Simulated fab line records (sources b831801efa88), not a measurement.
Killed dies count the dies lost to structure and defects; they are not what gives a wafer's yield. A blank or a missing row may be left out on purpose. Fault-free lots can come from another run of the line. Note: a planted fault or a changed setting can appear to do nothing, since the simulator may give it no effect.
Which of the tools did it?	flow sky130	6 lots, 18 wafers sampled, at 3 steps of a route of 708

## WHAT THE GAUGES READ, wafer by wafer
SKY_SD_N_TW_MEAS_12.
lot	measured	on	SD_N_TW
L507	day 28 21:26	film-metro-03	3938 3922 3955
L511	day 30 00:01	film-metro-01	3959 3949 3961
L516	day 31 18:36	film-metro-02	4054 4057 4050
L519	day 32 19:10	film-metro-02	3320 3299 3309
L522	day 33 22:23	film-metro-03	3244 3232 3268
L527	day 35 04:25	film-metro-02	4027 4006 4027

## EACH LOT AND THE TOOL THAT RAN IT (in order: tool; ch and the chambers of the sampled wafers; start)
lot	SKY_SD_N_IMPLANT_09	SKY_SD_N_STRIP_11
L507	implanter-02 ch 0, day 28 21:02	plasma-asher-01 ch 1, day 28 21:20
L511	implanter-02 ch 0, day 29 23:38	plasma-asher-01 ch 0,1, day 29 23:55
L516	implanter-03 ch 0, day 31 18:13	plasma-asher-02 ch 0,1, day 31 18:29
L519	implanter-02 ch 0, day 32 18:46	plasma-asher-01 ch 0,1, day 32 19:04
L522	implanter-02 ch 0, day 33 21:59	plasma-asher-01 ch 0,1, day 33 22:17
L527	implanter-03 ch 0, day 35 04:02	plasma-asher-02 ch 0,1, day 35 04:19
- SKY_SD_N_IMPLANT_09
- SKY_SD_N_STRIP_11: strips in O2/N2.

## THE ANSWER, worked out from the rows above alone
Rule: what is usual is taken from the lots themselves. The widest of any qualifying gaps counts: lots, ordered by their means at a reading, are off when they make up no more than a third of the lots, leave a main group of 4 or more, and stand apart from it by 3 or more times the standard deviation of that group's means. Not used: any main group whose means are identical at the precision the tables above print for the reading. A lot without any number at a reading at which 4 lots or more have one is off too. The other lots that the step has rows for count as sound.
Off: at SKY_SD_N_TW_MEAS_12 (SD_N_TW), L519, L522. For the main group the mean is 3992 and the standard deviation 47.
A tool fits if, at a process step before that reading, it ran every lot that is off, and no sound lot after the first of them. The gauges at SKY_SD_N_TW_MEAS_12 are tried like those tools. Undecided on this evidence; 2 tools fit (implanter-02 at SKY_SD_N_IMPLANT_09, plasma-asher-01 at SKY_SD_N_STRIP_11).

## WHAT THE SIMULATOR PUT IN
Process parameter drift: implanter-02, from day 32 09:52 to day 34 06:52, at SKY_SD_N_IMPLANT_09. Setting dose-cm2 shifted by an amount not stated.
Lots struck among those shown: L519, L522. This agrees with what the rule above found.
